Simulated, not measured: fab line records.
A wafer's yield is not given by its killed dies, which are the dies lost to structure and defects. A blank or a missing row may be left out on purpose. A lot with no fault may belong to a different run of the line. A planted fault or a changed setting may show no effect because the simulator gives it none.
Which tool is to blame? | flow sky130 | 11 lots, 33 wafers sampled, at 5 steps of a route of 708

## WHAT THE GAUGES READ, wafer by wafer
SKY_VIA4_THK_MEAS_01.
lot  | measured     | on            | VIA4_HDPCVD_THK (nm)
L658 | day 42 12:17 | film_metro-02 | 1730 1772 1758
L661 | day 43 05:25 | film_metro-03 | 1722 1743 1760
L662 | day 43 14:19 | film_metro-02 | 1773 1754 1734
L663 | day 43 20:01 | film_metro-03 | 1739 1763 1762
L666 | day 45 12:37 | film_metro-03 | 1745 1728 1727
L673 | day 46 15:13 | film_metro-03 | 1763 1789 2707 1761 1788 2707
L674 | day 46 18:40 | film_metro-01 | 1741 2718 2697 1741 2718 2697
L677 | day 47 05:33 | film_metro-02 | 1760 1761 1781
L678 | day 47 18:06 | film_metro-01 | 1767 1761 1754
L679 | day 47 23:53 | film_metro-03 | 1760 1769 1730
L681 | day 48 06:35 | film_metro-03 | 1773 1755 1768

## EACH LOT AND THE TOOL THAT RAN IT (in order: tool; ch and the chambers of the sampled wafers; start)
lot  | SKY_METAL3_SPUTTER_01        | SKY_CAPM_CVD_00                 | SKY_METAL3_METAL_ETCH_18          | SKY_VIA4_HDPCVD_00
L658 | pvd_sputter-01, day 37 00:44 | pecvd-01 ch 0,1, day 37 00:52   | rie_metal-02 ch 0,1, day 39 05:38 | hdpcvd-01 ch 0,2, day 42 12:06
L661 | pvd_sputter-03, day 37 18:57 | pecvd-02 ch 0,2, day 37 19:05   | rie_metal-04 ch 0,1, day 39 23:11 | hdpcvd-01 ch 0,2, day 43 05:14
L662 | pvd_sputter-03, day 38 06:41 | pecvd-04 ch 0,1,2, day 38 06:49 | rie_metal-02 ch 0,1, day 40 10:20 | hdpcvd-02 ch 0,1,2, day 43 14:04
L663 | pvd_sputter-01, day 38 13:19 | pecvd-04 ch 0,1,2, day 38 13:26 | rie_metal-02 ch 0,1, day 40 16:20 | hdpcvd-01 ch 0,1,2, day 43 19:49
L666 | pvd_sputter-01, day 40 09:10 | pecvd-04 ch 0,2, day 40 09:17   | rie_metal-01 ch 0,1, day 42 10:48 | hdpcvd-02 ch 0,1,2, day 45 12:26
L673 | pvd_sputter-04, day 41 14:46 | pecvd-02 ch 0,1,2, day 41 14:53 | rie_metal-02 ch 1, day 43 15:35   | hdpcvd-01 ch 0,1,2, day 46 15:01
L674 | pvd_sputter-03, day 41 19:28 | pecvd-01 ch 0,1,2, day 41 19:35 | rie_metal-01 ch 0,1, day 43 19:50 | hdpcvd-01 ch 0,2, day 46 18:28
L677 | pvd_sputter-01, day 42 08:08 | pecvd-02 ch 1, day 42 08:16     | rie_metal-04 ch 0,1, day 44 08:36 | hdpcvd-02 ch 0,1,2, day 47 05:22
L678 | pvd_sputter-01, day 42 23:31 | pecvd-01 ch 1,2, day 42 23:39   | rie_metal-04 ch 0,1, day 44 22:50 | hdpcvd-02 ch 0,1,2, day 47 17:55
L679 | pvd_sputter-04, day 43 05:07 | pecvd-04 ch 1,2, day 43 05:15   | rie_metal-04 ch 1, day 45 04:08   | hdpcvd-02 ch 0,1,2, day 47 23:42
L681 | pvd_sputter-01, day 43 13:41 | pecvd-02 ch 0,2, day 43 13:49   | rie_metal-01 ch 0,1, day 45 11:10 | hdpcvd-02 ch 0,1,2, day 48 06:25
- SKY_METAL3_SPUTTER_01: material TiN, target thk 20 nm, time 16.7 s.
- SKY_CAPM_CVD_00: deposits SiO2, target thk 15.5 nm.
- SKY_METAL3_METAL_ETCH_18: etches the open film in Cl2/BCl3, stops on SiO2, target depth 845 nm, time 183.1 s.
- SKY_VIA4_HDPCVD_00: deposits SiO2, target thk 1750 nm, time 291.7 s.

## WHAT THE TOOLS THEMSELVES READ (means of the sampled wafers that have a number; where no wafer has one, the mark that the record gives instead)
SKY_METAL3_SPUTTER_01.
lot  | tool           | throttle_valve_pct (%)
L658 | pvd_sputter-01 | 30.2
L661 | pvd_sputter-03 | 30.6
L662 | pvd_sputter-03 | 30.6
L663 | pvd_sputter-01 | 30.5
L666 | pvd_sputter-01 | 29.9
L673 | pvd_sputter-04 | 30.5
L674 | pvd_sputter-03 | 30.3
L677 | pvd_sputter-01 | 30.2
L678 | pvd_sputter-01 | 29.9
L679 | pvd_sputter-04 | 29.5
L681 | pvd_sputter-01 | 30.2

SKY_CAPM_CVD_00.
lot  | tool     | heater_power_w (W)
L658 | pecvd-01 | 648
L661 | pecvd-02 | 832
L662 | pecvd-04 | 698
L663 | pecvd-04 | 689
L666 | pecvd-04 | 650
L673 | pecvd-02 | 685
L674 | pecvd-01 | 653
L677 | pecvd-02 | 665
L678 | pecvd-01 | 667
L679 | pecvd-04 | 645
L681 | pecvd-02 | 799

SKY_METAL3_METAL_ETCH_18.
lot  | tool         | chamber_pressure_mTorr (mTorr) | drypump_motor_current_A (A) | oes_product_au (a.u.) | throttle_valve_pct (%)
L658 | rie_metal-02 | 10.002                         | 6.1                         | 0.870                 | 22.262
L661 | rie_metal-04 | 10.001                         | 5.7                         | 0.858                 | 22.272
L662 | rie_metal-02 | 9.999                          | 6.2                         | 0.863                 | 22.260
L663 | rie_metal-02 | 10.002                         | 6.2                         | 0.870                 | 22.260
L666 | rie_metal-01 | 10.005                         | 5.4                         | 0.869                 | 22.266
L673 | rie_metal-02 | 9.999                          | 6.3                         | 0.875                 | 22.257
L674 | rie_metal-01 | 10.006                         | 5.3                         | 0.869                 | 22.270
L677 | rie_metal-04 | 10.012                         | 5.7                         | 0.866                 | 22.257
L678 | rie_metal-04 | 10.002                         | 5.8                         | 0.861                 | 22.262
L679 | rie_metal-04 | 9.996                          | 5.7                         | 0.868                 | 22.273
L681 | rie_metal-01 | 9.988                          | 5.3                         | 0.863                 | 22.261

## THE ANSWER, worked out from the rows above alone
Rule: the lots themselves supply what counts as usual. The widest of any qualifying gaps counts: lots, ordered by their means at a reading, are off when they make up no more than a third of the lots, leave a main group of 4 or more, and stand apart from it by 3 or more times the standard deviation of that group's means. If all means in a main group match to the digits the tables above print for the reading, that group is not used. A lot without any number at a reading at which 4 lots or more have one is off too. The other lots that the step has rows for count as sound. First the gauges in route order, then the tools' own readings, where a lot's mean is used as printed above. The first step at which some lot is off is used, and at that step the reading that is off furthest; a lot without a number counts as furthest.
Off: at SKY_VIA4_THK_MEAS_01 (VIA4_HDPCVD_THK), L673, L674. The main group: mean 1754 nm, standard deviation 10.
A tool fits if, at a process step before that reading, it ran every lot that is off, and no sound lot after the first of them. Those tools and the gauges at SKY_VIA4_THK_MEAS_01 are tried in the same way. One fits: hdpcvd-01 at SKY_VIA4_HDPCVD_00. A fault onset in the window from L663 (day 43 19:49, its last sound lot) to L673 (day 46 15:01, its first lot off) fits.

## WHAT THE SIMULATOR HAD INSERTED
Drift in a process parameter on hdpcvd-01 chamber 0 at SKY_VIA4_HDPCVD_00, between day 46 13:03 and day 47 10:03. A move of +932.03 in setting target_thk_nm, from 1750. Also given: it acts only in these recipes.
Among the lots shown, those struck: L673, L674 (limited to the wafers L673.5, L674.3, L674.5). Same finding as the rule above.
